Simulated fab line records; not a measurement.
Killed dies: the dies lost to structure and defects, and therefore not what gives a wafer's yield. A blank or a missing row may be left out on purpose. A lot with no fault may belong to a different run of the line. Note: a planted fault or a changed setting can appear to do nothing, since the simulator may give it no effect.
Which tool was responsible?	flow sfq-line	15 lots with 42 wafers sampled at 2 steps, on a route of 325 steps

WHAT THE GAUGES READ, wafer by wafer
SFQ_M6_RS_MEAS_938: a four-point-probe measurement. Usual: for M6_NB_RS the level is 0.890 ohm/sq and the standard deviation is 0.0093.
lot	measured	on	M6_NB_RS (ohm/sq)	flag
L222	day 70 20:37	film-metro-04	0.889 0.887 0.884	
L224	day 71 03:31	film-metro-02	0.891 0.878 0.884	
L225	day 71 07:10	film-metro-03	0.875 0.885 0.887	
L228	day 71 16:43	film-metro-03	0.889 0.893 0.902	
L229	day 71 19:08	film-metro-02	0.898 0.901 0.897	
L230	day 71 22:44	film-metro-02	0.882 0.890 0.881	
L232	day 72 02:27	film-metro-03	0.894 0.887 0.896	
L233	day 72 04:53	film-metro-02	0.877 0.888	
L234	day 72 06:05	film-metro-03	0.908 0.898	
L237	day 72 14:27	film-metro-04	0.889 0.883 0.887	
L238	day 75 00:55	film-metro-02	0.904 0.891	
L242	day 77 04:49	film-metro-04	0.870 0.878 0.873	
L243	day 77 13:37	film-metro-03	0.872 0.890 0.871	
L244	day 77 17:18	film-metro-04	0.897 0.903 0.901	
L245	day 78 00:17	film-metro-02	0.886 0.891 0.886	

SFQ_M6_OVL_MEAS_940. Usual: for M6_OVL the level is -5 nm and the standard deviation is 5.
lot	measured	on	M6_OVL (nm)	flag
L222	day 71 00:07	overlay-01	-4 -19 -9	
L224	day 75 17:44	overlay-01	-4 -4 -7	
L225	day 75 20:09	overlay-02	3 -2 -3	
L228	day 76 04:32	overlay-02	-1 0 -1	
L229	day 76 05:44	overlay-01	-8 -6 -1	
L230	day 76 09:20	overlay-02	-3 5 2	
L232	day 76 14:08	overlay-01	-15 -3 -4	
L233	day 76 15:21	overlay-01	-2 -4	
L234	day 76 16:33	overlay-01	-12 -10	
L237	day 77 02:08	overlay-02	-10 -9 -9	
L238	day 77 04:24	overlay-01	-6 -6	
L242	day 81 00:10	overlay-02	-2 -3 1	
L243	day 81 13:37	overlay-02	-7 -4 -10	
L244	day 81 19:38	overlay-01	3 2 4	
L245	day 82 05:13	overlay-01	-9 -10 -8	

TOOL THAT RAN EACH LOT (tool first, then ch and the chambers of the sampled wafers, then the start)
There is no process step in the record ahead of these readings.

WHAT THE TOOLS THEMSELVES READ (means of the sampled wafers that have a number; where no wafer has one, the mark that the record gives instead)
The record holds no such reading with a usual standard deviation.

THE ANSWER, worked out from the rows above alone
Rule: a lot is off if the mean of its wafers that have a number lies more than 3 standard deviations from the usual mean. Also off: a lot with no number at a reading for which 4 or more lots have one. All remaining lots with rows at the step are treated as sound. First the gauges in route order, then the tools' own readings, where a lot's mean is used as printed above. At the first step where some lot is off, the reading lying furthest off is the one used; lots without a number count as furthest.
No lot is off on any of the readings shown, so nothing can be concluded from this.

WHAT HAD BEEN PUT IN BY THE SIMULATOR
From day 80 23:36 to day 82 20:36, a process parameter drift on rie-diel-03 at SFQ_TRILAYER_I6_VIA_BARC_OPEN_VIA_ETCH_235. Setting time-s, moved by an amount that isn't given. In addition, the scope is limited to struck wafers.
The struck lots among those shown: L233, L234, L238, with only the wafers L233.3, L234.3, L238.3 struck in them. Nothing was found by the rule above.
